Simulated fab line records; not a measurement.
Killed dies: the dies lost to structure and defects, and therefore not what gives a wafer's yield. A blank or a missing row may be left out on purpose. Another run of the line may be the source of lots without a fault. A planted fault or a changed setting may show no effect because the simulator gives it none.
fab line records :: flow sky130
record:
  lots: 7
  wafers: 21
  last_day: 50
route steps=708 shown LDD_LDN@289 PAD_OPEN@708
lots with no fault: from the same line, run without faults
start_h: start of the lot's first displayed wafer, in hours after the record's first day :: wait_h: hours from the lot's prior step to this one :: " the same as in the row above :: L1.1+2: several wafers, shown together as one row :: - no value, or no start given :: * or withheld: withheld :: < > ~ a bound
route shown NAME@n: names a module that has steps shown in the file, with the first one's number in the route :: usual: mean and standard deviation over wafers with no fault :: same: alike in all rows :: chamber/n: place in a boat :: sites: each site's reading :: _std_site: the standard deviation of these :: _edge_site: inner sites' mean taken away from outer sites' mean :: radius_mm: how far each site lies from the wafer's centre :: mask NAME#n: copy n :: behind: tool/chamber where the wafer was last shaped :: hold: the reason the lot was held/the length of the hold in hours/how it ended :: device: the transistor (n, p or np) that didn't switch :: end of line: the tests these same wafers got at the end of their route :: a step without rows: its recipe alone :: killed: dies that structure and defects cost at the first sort, which is not the same as the wafer's yield :: map: a wafer's dies, marking killed ones x, the rest . and places with no die _
set.NAME: the setting as run; set.NAME@STEP: as run at that earlier step :: model.NAME: the simulator's own value behind a step, which no gauge read
a table for each step, a row for each wafer; lots at some steps of the route
services: the hour from which a tool's chamber was out of use, counted from the record's first day as start_h (under 0 if before that day), plus the number of hours and why
== steps ==
step: SKY_LDD_LDN_DEHYDRATE_00
recipe:
  temp_c: 200
  time_s: 60
step: SKY_LDD_LDN_HMDS_01
recipe:
  prime_time_s: 60
  prime_temp_c: 120
step: SKY_LDD_LDN_COAT_02
recipe:
  resist: NOVOLAK
  spin_rpm: 3000
  resist_thk_nm: 1140
step: SKY_LDD_LDN_SOFTBAKE_03
recipe:
  temp_c: 90
  time_s: 60
  resist: NOVOLAK
step: SKY_LDD_LDN_EXPOSE_04
recipe:
  mask_id: LDNTM
  na: 0.6
  source_shape: conventional
  sigma_outer: 0.6
  polarization: unpolarized
  target_cd_nm: 700
  dose_mj: 140
step: SKY_LDD_LDN_PEB_05
recipe:
  temp_c: withheld
  time_s: *
  resist: NOVOLAK
step: SKY_LDD_LDN_DEVELOP_06
recipe:
  resist: NOVOLAK
  developer: TMAH
  develop_time_s: 60
  dev_temp_c: 23
step: SKY_LDD_LDN_OVL_MEAS_07
usual:
  LDD_LDN_OVL: 0.5/1.4
lot.wafer: L369.3
tool: overlay-02
chamber: -
start_h: 523.08
wait_h: 0.1
LDD_LDN_OVL[nm]: 0.5

lot.wafer: L369.4
tool: overlay-02
chamber: -
start_h: 523.08
wait_h: 0.1
LDD_LDN_OVL[nm]: 0.6

lot.wafer: L369.6
tool: overlay-02
chamber: -
start_h: 523.08
wait_h: 0.1
LDD_LDN_OVL[nm]: -0.4

lot.wafer: L373.2
tool: overlay-02
chamber: -
start_h: 571.99
wait_h: 0.1
LDD_LDN_OVL[nm]: 1.5

lot.wafer: L373.3
tool: overlay-02
chamber: -
start_h: 571.99
wait_h: 0.1
LDD_LDN_OVL[nm]: -1.4

lot.wafer: L373.4
tool: overlay-02
chamber: -
start_h: 571.99
wait_h: 0.1
LDD_LDN_OVL[nm]: 0.1

lot.wafer: L375.1
tool: overlay-02
chamber: -
start_h: 584.78
wait_h: 0.1
LDD_LDN_OVL[nm]: -0.3

lot.wafer: L375.2
tool: overlay-02
chamber: -
start_h: 584.78
wait_h: 0.1
LDD_LDN_OVL[nm]: -0.1

lot.wafer: L375.6
tool: overlay-02
chamber: -
start_h: 584.78
wait_h: 0.1
LDD_LDN_OVL[nm]: 0.3

lot.wafer: L376.3
tool: overlay-02
chamber: -
start_h: 587.24
wait_h: 0.1
LDD_LDN_OVL[nm]: 0.2

lot.wafer: L376.5
tool: overlay-02
chamber: -
start_h: 587.24
wait_h: 0.1
LDD_LDN_OVL[nm]: -1.3

lot.wafer: L376.6
tool: overlay-02
chamber: -
start_h: 587.24
wait_h: 0.1
LDD_LDN_OVL[nm]: -1.0

lot.wafer: L377.1
tool: overlay-01
chamber: -
start_h: 610.76
wait_h: 0.1
LDD_LDN_OVL[nm]: -0.9

lot.wafer: L377.2
tool: overlay-01
chamber: -
start_h: 610.76
wait_h: 0.1
LDD_LDN_OVL[nm]: -1.3

lot.wafer: L377.4
tool: overlay-01
chamber: -
start_h: 610.76
wait_h: 0.1
LDD_LDN_OVL[nm]: 0.2

lot.wafer: L385.2
tool: overlay-02
chamber: -
start_h: 699.12
wait_h: 0.1
LDD_LDN_OVL[nm]: 2.3

lot.wafer: L385.4
tool: overlay-02
chamber: -
start_h: 699.12
wait_h: 0.1
LDD_LDN_OVL[nm]: 1.2

lot.wafer: L385.5
tool: overlay-02
chamber: -
start_h: 699.12
wait_h: 0.1
LDD_LDN_OVL[nm]: 3.7

lot.wafer: L387.2
tool: overlay-01
chamber: -
start_h: 700.02
wait_h: 0.1
LDD_LDN_OVL[nm]: -0.2

lot.wafer: L387.3
tool: overlay-01
chamber: -
start_h: 700.02
wait_h: 0.1
LDD_LDN_OVL[nm]: -0.8

lot.wafer: L387.5
tool: overlay-01
chamber: -
start_h: 700.02
wait_h: 0.1
LDD_LDN_OVL[nm]: -0.7
step: SKY_LDD_LDN_IMPLANT_08
recipe:
  species: As
  energy_kev: 15
  dose_cm2: 1.25e+13
  tilt_deg: withheld
  rotation_deg: 23
step: SKY_LDD_LDN_IMPLANT_09
recipe:
  species: As
  energy_kev: 15
  dose_cm2: 1.25e+13
  tilt_deg: withheld
  rotation_deg: 113
step: SKY_LDD_LDN_IMPLANT_10
recipe:
  species: As
  energy_kev: 15.08
  dose_cm2: 1.25e+13
  tilt_deg: withheld
  rotation_deg: 203
step: SKY_LDD_LDN_IMPLANT_11
recipe:
  species: As
  energy_kev: 15
  dose_cm2: 1.25e+13
  tilt_deg: withheld
  rotation_deg: 293
step: SKY_LDD_LDN_STRIP_12
recipe:
  chemistry: O2/N2
  power_w: 1400
  pressure_mtorr: 1500
  platen_temp_c: withheld
  o2_flow_sccm: 3000
  n2_flow_sccm: 300
  overash_fraction: 0.5
usual:
  chamber_pressure_mTorr: 1500.2/1.4
  drypump_motor_current_A: 5.7/0.39
  oes_product_au: 0.716/0.0045
  strip_time_to_endpoint_s: 14.19/0.043
lot.wafer: L369.3
tool: plasma_asher-04
chamber: 1
start_h: 523.73
wait_h: 0.1
chamber_pressure_mTorr: 1499.5
drypump_motor_current_A: 5.3
oes_product_au: 0.714
rf_hours_counter_h: -
strip_time_to_endpoint_s: 14.21
model.NOVOLAK_of_LDD_LDN_COAT_02.thk_nm: 0

lot.wafer: L369.4
tool: plasma_asher-04
chamber: 0
start_h: 523.73
wait_h: 0.1
chamber_pressure_mTorr: 1502.0
drypump_motor_current_A: 5.5
oes_product_au: 0.720
rf_hours_counter_h: -
strip_time_to_endpoint_s: 14.16
model.NOVOLAK_of_LDD_LDN_COAT_02.thk_nm: 0

lot.wafer: L369.6
tool: plasma_asher-04
chamber: 1
start_h: 523.73
wait_h: 0.1
chamber_pressure_mTorr: 1501.3
drypump_motor_current_A: 5.3
oes_product_au: 0.717
rf_hours_counter_h: -
strip_time_to_endpoint_s: 14.14
model.NOVOLAK_of_LDD_LDN_COAT_02.thk_nm: 0

lot.wafer: L373.2
tool: plasma_asher-01
chamber: 0
start_h: 572.62
wait_h: 0.1
chamber_pressure_mTorr: 1500.0
drypump_motor_current_A: 5.6
oes_product_au: 0.717
rf_hours_counter_h: 89
strip_time_to_endpoint_s: 14.16
model.NOVOLAK_of_LDD_LDN_COAT_02.thk_nm: 0

lot.wafer: L373.3
tool: plasma_asher-01
chamber: 0
start_h: 572.62
wait_h: 0.1
chamber_pressure_mTorr: 1500.2
drypump_motor_current_A: 5.6
oes_product_au: 0.719
rf_hours_counter_h: -
strip_time_to_endpoint_s: 14.17
model.NOVOLAK_of_LDD_LDN_COAT_02.thk_nm: 0

lot.wafer: L373.4
tool: plasma_asher-01
chamber: 1
start_h: 572.62
wait_h: 0.1
chamber_pressure_mTorr: 1499.9
drypump_motor_current_A: 4.9
oes_product_au: 0.721
rf_hours_counter_h: -
strip_time_to_endpoint_s: 14.21
model.NOVOLAK_of_LDD_LDN_COAT_02.thk_nm: 0

lot.wafer: L375.1
tool: plasma_asher-02
chamber: 1
start_h: 585.42
wait_h: 0.1
chamber_pressure_mTorr: -
drypump_motor_current_A: -
oes_product_au: -
rf_hours_counter_h: -
strip_time_to_endpoint_s: -
model.NOVOLAK_of_LDD_LDN_COAT_02.thk_nm: 1139

lot.wafer: L375.2
tool: plasma_asher-02
chamber: 0
start_h: 585.42
wait_h: 0.1
chamber_pressure_mTorr: -
drypump_motor_current_A: -
oes_product_au: -
rf_hours_counter_h: -
strip_time_to_endpoint_s: -
model.NOVOLAK_of_LDD_LDN_COAT_02.thk_nm: 1141

lot.wafer: L375.6
tool: plasma_asher-02
chamber: 0
start_h: 585.42
wait_h: 0.1
chamber_pressure_mTorr: -
drypump_motor_current_A: -
oes_product_au: -
rf_hours_counter_h: -
strip_time_to_endpoint_s: -
model.NOVOLAK_of_LDD_LDN_COAT_02.thk_nm: 1141

lot.wafer: L376.3
tool: plasma_asher-04
chamber: 0
start_h: 587.90
wait_h: 0.1
chamber_pressure_mTorr: -
drypump_motor_current_A: -
oes_product_au: -
rf_hours_counter_h: -
strip_time_to_endpoint_s: -
model.NOVOLAK_of_LDD_LDN_COAT_02.thk_nm: 1143

lot.wafer: L376.5
tool: plasma_asher-04
chamber: 0
start_h: 587.90
wait_h: 0.1
chamber_pressure_mTorr: -
drypump_motor_current_A: -
oes_product_au: -
rf_hours_counter_h: -
strip_time_to_endpoint_s: -
model.NOVOLAK_of_LDD_LDN_COAT_02.thk_nm: 1140

lot.wafer: L376.6
tool: plasma_asher-04
chamber: 1
start_h: 587.90
wait_h: 0.1
chamber_pressure_mTorr: -
drypump_motor_current_A: -
oes_product_au: -
rf_hours_counter_h: -
strip_time_to_endpoint_s: -
model.NOVOLAK_of_LDD_LDN_COAT_02.thk_nm: 1139

lot.wafer: L377.1
tool: plasma_asher-04
chamber: 0
start_h: 611.40
wait_h: 0.1
chamber_pressure_mTorr: -
drypump_motor_current_A: -
oes_product_au: -
rf_hours_counter_h: -
strip_time_to_endpoint_s: -
model.NOVOLAK_of_LDD_LDN_COAT_02.thk_nm: 1145

lot.wafer: L377.2
tool: plasma_asher-04
chamber: 1
start_h: 611.40
wait_h: 0.1
chamber_pressure_mTorr: -
drypump_motor_current_A: -
oes_product_au: -
rf_hours_counter_h: -
strip_time_to_endpoint_s: -
model.NOVOLAK_of_LDD_LDN_COAT_02.thk_nm: 1137

lot.wafer: L377.4
tool: plasma_asher-04
chamber: 1
start_h: 611.40
wait_h: 0.1
chamber_pressure_mTorr: -
drypump_motor_current_A: -
oes_product_au: -
rf_hours_counter_h: -
strip_time_to_endpoint_s: -
model.NOVOLAK_of_LDD_LDN_COAT_02.thk_nm: 1140

lot.wafer: L385.2
tool: plasma_asher-01
chamber: 0
start_h: 699.75
wait_h: 0.1
chamber_pressure_mTorr: 1499.9
drypump_motor_current_A: 5.6
oes_product_au: 0.713
rf_hours_counter_h: 99
strip_time_to_endpoint_s: 14.11
model.NOVOLAK_of_LDD_LDN_COAT_02.thk_nm: 0

lot.wafer: L385.4
tool: plasma_asher-01
chamber: 0
start_h: 699.75
wait_h: 0.1
chamber_pressure_mTorr: 1500.8
drypump_motor_current_A: 5.6
oes_product_au: 0.720
rf_hours_counter_h: -
strip_time_to_endpoint_s: 14.13
model.NOVOLAK_of_LDD_LDN_COAT_02.thk_nm: 0

lot.wafer: L385.5
tool: plasma_asher-01
chamber: 0
start_h: 699.75
wait_h: 0.1
chamber_pressure_mTorr: 1502.1
drypump_motor_current_A: 5.6
oes_product_au: 0.718
rf_hours_counter_h: -
strip_time_to_endpoint_s: 14.08
model.NOVOLAK_of_LDD_LDN_COAT_02.thk_nm: 0

lot.wafer: L387.2
tool: plasma_asher-01
chamber: 0
start_h: 700.65
wait_h: 0.1
chamber_pressure_mTorr: 1501.6
drypump_motor_current_A: 5.6
oes_product_au: 0.721
rf_hours_counter_h: 99
strip_time_to_endpoint_s: 14.19
model.NOVOLAK_of_LDD_LDN_COAT_02.thk_nm: 0

lot.wafer: L387.3
tool: plasma_asher-01
chamber: 1
start_h: 700.65
wait_h: 0.1
chamber_pressure_mTorr: 1502.0
drypump_motor_current_A: 4.9
oes_product_au: 0.719
rf_hours_counter_h: -
strip_time_to_endpoint_s: 14.18
model.NOVOLAK_of_LDD_LDN_COAT_02.thk_nm: 0

lot.wafer: L387.5
tool: plasma_asher-01
chamber: 1
start_h: 700.65
wait_h: 0.1
chamber_pressure_mTorr: 1501.5
drypump_motor_current_A: 4.9
oes_product_au: 0.717
rf_hours_counter_h: -
strip_time_to_endpoint_s: 14.21
model.NOVOLAK_of_LDD_LDN_COAT_02.thk_nm: 0
step: SKY_LDD_LDN_TW_MEAS_13
usual:
  LDD_LDN_TW: 1481/21
lot.wafer: L369.3
tool: film_metro-03
chamber: -
start_h: 523.82
wait_h: 0.1
LDD_LDN_TW: 1464

lot.wafer: L369.4
tool: film_metro-03
chamber: -
start_h: 523.82
wait_h: 0.1
LDD_LDN_TW: 1470

lot.wafer: L369.6
tool: film_metro-03
chamber: -
start_h: 523.82
wait_h: 0.1
LDD_LDN_TW: 1459

lot.wafer: L373.2
tool: film_metro-01
chamber: -
start_h: 572.73
wait_h: 0.1
LDD_LDN_TW: 1487

lot.wafer: L373.3
tool: film_metro-01
chamber: -
start_h: 572.73
wait_h: 0.1
LDD_LDN_TW: 1483

lot.wafer: L373.4
tool: film_metro-01
chamber: -
start_h: 572.73
wait_h: 0.1
LDD_LDN_TW: 1481

lot.wafer: L375.1
tool: film_metro-03
chamber: -
start_h: 585.52
wait_h: 0.1
LDD_LDN_TW: 1465

lot.wafer: L375.2
tool: film_metro-03
chamber: -
start_h: 585.52
wait_h: 0.1
LDD_LDN_TW: 1460

lot.wafer: L375.6
tool: film_metro-03
chamber: -
start_h: 585.52
wait_h: 0.1
LDD_LDN_TW: 1457

lot.wafer: L376.3
tool: film_metro-02
chamber: -
start_h: 587.99
wait_h: 0.1
LDD_LDN_TW: 1498

lot.wafer: L376.5
tool: film_metro-02
chamber: -
start_h: 587.99
wait_h: 0.1
LDD_LDN_TW: 1497

lot.wafer: L376.6
tool: film_metro-02
chamber: -
start_h: 587.99
wait_h: 0.1
LDD_LDN_TW: 1500

lot.wafer: L377.1
tool: film_metro-02
chamber: -
start_h: 611.50
wait_h: 0.1
LDD_LDN_TW: 1504

lot.wafer: L377.2
tool: film_metro-02
chamber: -
start_h: 611.50
wait_h: 0.1
LDD_LDN_TW: 1503

lot.wafer: L377.4
tool: film_metro-02
chamber: -
start_h: 611.50
wait_h: 0.1
LDD_LDN_TW: 1499

lot.wafer: L385.2
tool: film_metro-03
chamber: -
start_h: 699.86
wait_h: 0.1
LDD_LDN_TW: 1467

lot.wafer: L385.4
tool: film_metro-03
chamber: -
start_h: 699.86
wait_h: 0.1
LDD_LDN_TW: 1461

lot.wafer: L385.5
tool: film_metro-03
chamber: -
start_h: 699.86
wait_h: 0.1
LDD_LDN_TW: 1456

lot.wafer: L387.2
tool: film_metro-02
chamber: -
start_h: 700.76
wait_h: 0.1
LDD_LDN_TW: 1513

lot.wafer: L387.3
tool: film_metro-02
chamber: -
start_h: 700.76
wait_h: 0.1
LDD_LDN_TW: 1510

lot.wafer: L387.5
tool: film_metro-02
chamber: -
start_h: 700.76
wait_h: 0.1
LDD_LDN_TW: 1498
step: SKY_PAD_OPEN_PROBE_99
usual:
  killed_at_M0_to_M3: 43/6.2
  killed_at_M4_up: 2.8/1.7
  killed_at_contacts: 24/4.8
  killed_at_front_end: 15/4.3
  killed_at_other: 0.3/0.55
  killed_dies: 85/8.4
  killed_on_rim: 17/3.8
  killed_open: 46/6.7
  killed_short: 38/6.2
same:
  gross_dies: 492
  killed_at_back_side: 0
lot.wafer: L375.1
tool: prober-02
chamber: -
start_h: 1113.63
wait_h: 0.1
killed_at_M0_to_M3: 46
killed_at_M4_up: 3
killed_at_contacts: 17
killed_at_front_end: 426
killed_at_other: 0
killed_dies: 492
killed_on_rim: 96
killed_open: 49
killed_short: 31

lot.wafer: L375.2
tool: prober-02
chamber: -
start_h: 1113.68
wait_h: 0.1
killed_at_M0_to_M3: 39
killed_at_M4_up: 2
killed_at_contacts: 24
killed_at_front_end: 426
killed_at_other: 1
killed_dies: 492
killed_on_rim: 96
killed_open: 50
killed_short: 27

lot.wafer: L375.6
tool: prober-02
chamber: -
start_h: 1113.88
wait_h: 0.2
killed_at_M0_to_M3: 42
killed_at_M4_up: 4
killed_at_contacts: 20
killed_at_front_end: 426
killed_at_other: 0
killed_dies: 492
killed_on_rim: 96
killed_open: 37
killed_short: 35

lot.wafer: L376.3
tool: prober-01
chamber: -
start_h: 1116.67
wait_h: 0.2
killed_at_M0_to_M3: 34
killed_at_M4_up: 2
killed_at_contacts: 41
killed_at_front_end: 415
killed_at_other: 0
killed_dies: 492
killed_on_rim: 96
killed_open: 63
killed_short: 34

lot.wafer: L376.5
tool: prober-01
chamber: -
start_h: 1116.77
wait_h: 0.2
killed_at_M0_to_M3: 50
killed_at_M4_up: 6
killed_at_contacts: 28
killed_at_front_end: 408
killed_at_other: 0
killed_dies: 492
killed_on_rim: 96
killed_open: 40
killed_short: 60

lot.wafer: L376.6
tool: prober-01
chamber: -
start_h: 1116.82
wait_h: 0.2
killed_at_M0_to_M3: 37
killed_at_M4_up: 4
killed_at_contacts: 28
killed_at_front_end: 422
killed_at_other: 1
killed_dies: 492
killed_on_rim: 96
killed_open: 52
killed_short: 32

lot.wafer: L377.1
tool: prober-02
chamber: -
start_h: 1125.41
wait_h: 0.1
killed_at_M0_to_M3: 42
killed_at_M4_up: 6
killed_at_contacts: 20
killed_at_front_end: 424
killed_at_other: 0
killed_dies: 492
killed_on_rim: 96
killed_open: 51
killed_short: 35

lot.wafer: L377.2
tool: prober-02
chamber: -
start_h: 1125.46
wait_h: 0.1
killed_at_M0_to_M3: 45
killed_at_M4_up: 2
killed_at_contacts: 24
killed_at_front_end: 421
killed_at_other: 0
killed_dies: 492
killed_on_rim: 96
killed_open: 47
killed_short: 42

lot.wafer: L377.4
tool: prober-02
chamber: -
start_h: 1125.56
wait_h: 0.2
killed_at_M0_to_M3: 50
killed_at_M4_up: 3
killed_at_contacts: 22
killed_at_front_end: 417
killed_at_other: 0
killed_dies: 492
killed_on_rim: 96
killed_open: 55
killed_short: 47
killed by level:class
L375.1 SPACER:area_cvd=412 VIA1:geometric_particle:open=18 VIA2:geometric_particle:open=8 METAL1:geometric_particle:short=7 LI_CONTACT:geometric_particle:open=5 CONTACT:geometric_particle:open=5 POLY_GATE:geometric_particle:open=4 POLY_GATE:geometric_particle:short=4
L375.2 SPACER:area_cvd=414 VIA1:geometric_particle:open=12 LOCAL_INTERCONNECT:geometric_particle:short=7 VIA3:geometric_particle:open=7 CONTACT:geometric_particle:open=6 VIA2:geometric_particle:open=6 POLY_GATE:geometric_particle:open=4 CONTACT:geometric_particle:short=4
L375.6 SPACER:area_cvd=419 CONTACT:geometric_particle:open=10 VIA1:geometric_particle:open=9 VIA1:geometric_particle:short=6 VIA3:geometric_particle:open=6 METAL1:geometric_particle:short=5 LI_CONTACT:geometric_particle:open=4 VIA3:geometric_particle:short=4
L376.3 SPACER:area_cvd=395 LI_CONTACT:geometric_particle:open=18 CONTACT:geometric_particle:open=11 FIELD_ISO:geometric_particle:open=7 VIA2:geometric_particle:open=6 VIA3:geometric_particle:open=5 VIA1:geometric_particle:short=5 METAL2:geometric_particle:short=5
L376.5 SPACER:area_cvd=392 LI_CONTACT:geometric_particle:short=9 VIA1:geometric_particle:open=8 CONTACT:geometric_particle:open=8 VIA1:geometric_particle:short=8 METAL2:geometric_particle:short=8 POLY_GATE:geometric_particle:short=7 CONTACT:geometric_particle:short=7
L376.6 SPACER:area_cvd=408 CONTACT:geometric_particle:open=11 VIA1:geometric_particle:open=10 LI_CONTACT:geometric_particle:open=10 VIA3:geometric_particle:open=6 FIELD_ISO:geometric_particle:open=4 POLY_GATE:geometric_particle:short=4 CONTACT:geometric_particle:short=4
L377.1 SPACER:area_cvd=406 VIA1:geometric_particle:open=14 VIA2:geometric_particle:open=12 POLY_GATE:geometric_particle:open=5 LOCAL_INTERCONNECT:geometric_particle:short=5 CONTACT:geometric_particle:open=5 FIELD_ISO:geometric_particle:open=4 LI_CONTACT:geometric_particle:open=4
L377.2 SPACER:area_cvd=403 CONTACT:geometric_particle:open=10 VIA1:geometric_particle:open=8 FIELD_ISO:geometric_particle:short=7 LI_CONTACT:geometric_particle:open=6 METAL1:geometric_particle:short=6 VIA2:geometric_particle:open=6 VIA3:geometric_particle:short=6
L377.4 SPACER:area_cvd=390 VIA1:geometric_particle:open=13 FIELD_ISO:geometric_particle:short=9 CONTACT:geometric_particle:open=9 FIELD_ISO:geometric_particle:open=8 VIA3:geometric_particle:open=8 CONTACT:geometric_particle:short=7 POLY_GATE:geometric_particle:short=5
map L375.1 (x killed, . not)
__________xxxxxxxxxx_________
________xxxxxxxxxxxxxx_______
______xxxxxxxxxxxxxxxxxx_____
_____xxxxxxxxxxxxxxxxxxxx____
____xxxxxxxxxxxxxxxxxxxxxx___
___xxxxxxxxxxxxxxxxxxxxxxxx__
__xxxxxxxxxxxxxxxxxxxxxxxxxx_
_xxxxxxxxxxxxxxxxxxxxxxxxxxxx
_xxxxxxxxxxxxxxxxxxxxxxxxxxxx
_xxxxxxxxxxxxxxxxxxxxxxxxxxxx
_xxxxxxxxxxxxxxxxxxxxxxxxxxxx
_xxxxxxxxxxxxxxxxxxxxxxxxxxxx
_xxxxxxxxxxxxxxxxxxxxxxxxxxxx
_xxxxxxxxxxxxxxxxxxxxxxxxxxxx
_xxxxxxxxxxxxxxxxxxxxxxxxxxxx
__xxxxxxxxxxxxxxxxxxxxxxxxxx_
___xxxxxxxxxxxxxxxxxxxxxxxx__
____xxxxxxxxxxxxxxxxxxxxxx___
_____xxxxxxxxxxxxxxxxxxxx____
______xxxxxxxxxxxxxxxxxx_____
________xxxxxxxxxxxxxx_______
__________xxxxxxxxxx_________
map L376.3 (x killed, . not)
__________xxxxxxxxxx_________
________xxxxxxxxxxxxxx_______
______xxxxxxxxxxxxxxxxxx_____
_____xxxxxxxxxxxxxxxxxxxx____
____xxxxxxxxxxxxxxxxxxxxxx___
___xxxxxxxxxxxxxxxxxxxxxxxx__
__xxxxxxxxxxxxxxxxxxxxxxxxxx_
_xxxxxxxxxxxxxxxxxxxxxxxxxxxx
_xxxxxxxxxxxxxxxxxxxxxxxxxxxx
_xxxxxxxxxxxxxxxxxxxxxxxxxxxx
_xxxxxxxxxxxxxxxxxxxxxxxxxxxx
_xxxxxxxxxxxxxxxxxxxxxxxxxxxx
_xxxxxxxxxxxxxxxxxxxxxxxxxxxx
_xxxxxxxxxxxxxxxxxxxxxxxxxxxx
_xxxxxxxxxxxxxxxxxxxxxxxxxxxx
__xxxxxxxxxxxxxxxxxxxxxxxxxx_
___xxxxxxxxxxxxxxxxxxxxxxxx__
____xxxxxxxxxxxxxxxxxxxxxx___
_____xxxxxxxxxxxxxxxxxxxx____
______xxxxxxxxxxxxxxxxxx_____
________xxxxxxxxxxxxxx_______
__________xxxxxxxxxx_________
== services ==
tool: plasma_asher-04
chamber: -
start_h: 548.52
hours: 2.8
kind: pm

tool: plasma_asher-04
chamber: -
start_h: 559.69
hours: 0.7
kind: repair

tool: plasma_asher-01
chamber: -
start_h: 565.99
hours: 4.1
kind: repair

tool: plasma_asher-01
chamber: -
start_h: 619.54
hours: 17.0
kind: repair

tool: plasma_asher-02
chamber: -
start_h: 638.71
hours: 1.4
kind: repair

tool: plasma_asher-01
chamber: -
start_h: 671.62
hours: 9.3
kind: pm
== key ==
first_sign:
  step: SKY_LDD_LDN_STRIP_12
  reading: tool_record
  direction: missing
effect:
  step: SKY_PAD_OPEN_PROBE_99
  reading: killed_at_front_end
  direction: up
  sigmas: 95
  usual: 15
  struck: 421
model_effect:
  step: SKY_LDD_LDN_STRIP_12
  value: NOVOLAK_of_LDD_LDN_COAT_02.thk_nm
  without: 0
  struck: 1141
more_kills_born_at:
  SKY_SPACER_CVD_00@lpcvd-02: 3639
met_at SKY_LDD_LDN_STRIP_12
struck_wafers L375.1,L375.2,L375.6,L376.3,L376.5,L376.6,L377.1,L377.2,L377.4
later_rows_left_out L375.1,L375.2,L375.6,L376.3,L376.5,L376.6,L377.1,L377.2,L377.4
tester_left_out L375,L376,L377
onset_between 523.73 585.42
fault:
  kind: skipped_step_whole
  tool: plasma_asher-02,plasma_asher-04
  chamber: -
  onset_h: 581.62
  steps: SKY_LDD_LDN_STRIP_12
  scope: struck_lots_only
tester_left_out: of these lots the tester's yield and bins aren't shown, on N5 and GAA mostly nor the transistor test; their killed dies are dies lost to structure and defects alone, not to doping, threshold or leakage, so they don't give the yield
later_rows_left_out: the simulator's readings of these wafers behind a module that went badly wrong aren't trusted and aren't shown, but for the sort
